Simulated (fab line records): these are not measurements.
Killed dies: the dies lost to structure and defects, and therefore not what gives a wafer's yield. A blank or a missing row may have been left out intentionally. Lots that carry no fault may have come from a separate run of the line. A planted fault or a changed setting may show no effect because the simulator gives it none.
A struck lot beside a sound one -- flow sky130 -- 14 out of 708 route steps
Sound: wafers L683.2, L683.4, L683.5. Struck: wafers L692.1, L692.4, L692.6. At the end, the cause is stated.
For every step that has rows: the tool of each side, followed by ch and its chambers, followed by its first start. Under that, the readings that differ: sound wafers -- struck wafers -- difference of the means -- sigmas: that difference in standard deviations of wafers without a fault.
alike: readings with means less than 2 such deviations apart, plus words and numbers identical on both sides. not compared: withheld readings, readings lacking a value on some wafer, bounds such as >300 that could conceal the same value, and numbers that have no deviation in the record and whose values overlap.
The two part at a step that has a row with sigmas, a row that says differs or no value, or rows on one side only. Non-overlapping numbers with no deviation appear without sigmas and do not part them. A reading missing from all wafers of one side parts the sides only when that side holds two or more wafers.

first, 4 steps without rows for these wafers: SKY_LDD_HVP_SOFTBAKE_03 (time 60 s); SKY_LDD_HVP_EXPOSE_04 (exposes mask HVPTM, target cd 700 nm); SKY_LDD_HVP_PEB_05; SKY_LDD_HVP_DEVELOP_06 (develop time 60 s).
SKY_LDD_HVP_OVL_MEAS_07:
  sound on overlay-01 at day 23 18:37; struck on overlay-02 at day 27 00:34
  alike: LDD_HVP_OVL
then, 1 step without rows for these wafers: SKY_LDD_HVP_IMPLANT_08.
SKY_LDD_HVP_STRIP_09: strips in O2/N2.
  sound on plasma_asher-03 ch 0,1, day 23 18:48; struck on plasma_asher-03 ch 0,1, day 27 00:45
  alike: drypump_motor_current_A, oes_product_au, strip_time_to_endpoint_s
  not compared: rf_hours_counter_h
SKY_LDD_HVP_TW_MEAS_10:
  sound on film_metro-03 at day 23 18:55; struck on film_metro-04 at day 27 00:51
reading,sound,struck,difference,sigmas
LDD_HVP_TW,455 456 458,466 466 469,+11,+3
then, 4 steps without rows for these wafers: SKY_LDD_LDN_DEHYDRATE_00 (time 60 s); SKY_LDD_LDN_HMDS_01 (prime time 60 s); SKY_LDD_LDN_COAT_02 (resist thk 1140 nm); SKY_LDD_LDN_SOFTBAKE_03 (time 60 s).
SKY_LDD_LDN_EXPOSE_04: exposes mask LDNTM, target cd 700 nm.
  struck on iline_stepper-02, day 28 01:28; sound on iline_stepper-02 ch 0, day 24 08:53
  no value came back on the struck wafers for exposure_dose_mJ_cm2, focus_offset_nm (nm), na; on the sound wafers exposure_dose_mJ_cm2 reads 137.62 137.64 137.67
  alike: mask
then, 1 step without rows for these wafers: SKY_LDD_LDN_PEB_05.

## WHERE THEY PART
At SKY_LDD_HVP_TW_MEAS_10 first; at SKY_LDD_LDN_EXPOSE_04 last (within this record only).

WHY: whatever the simulator had introduced
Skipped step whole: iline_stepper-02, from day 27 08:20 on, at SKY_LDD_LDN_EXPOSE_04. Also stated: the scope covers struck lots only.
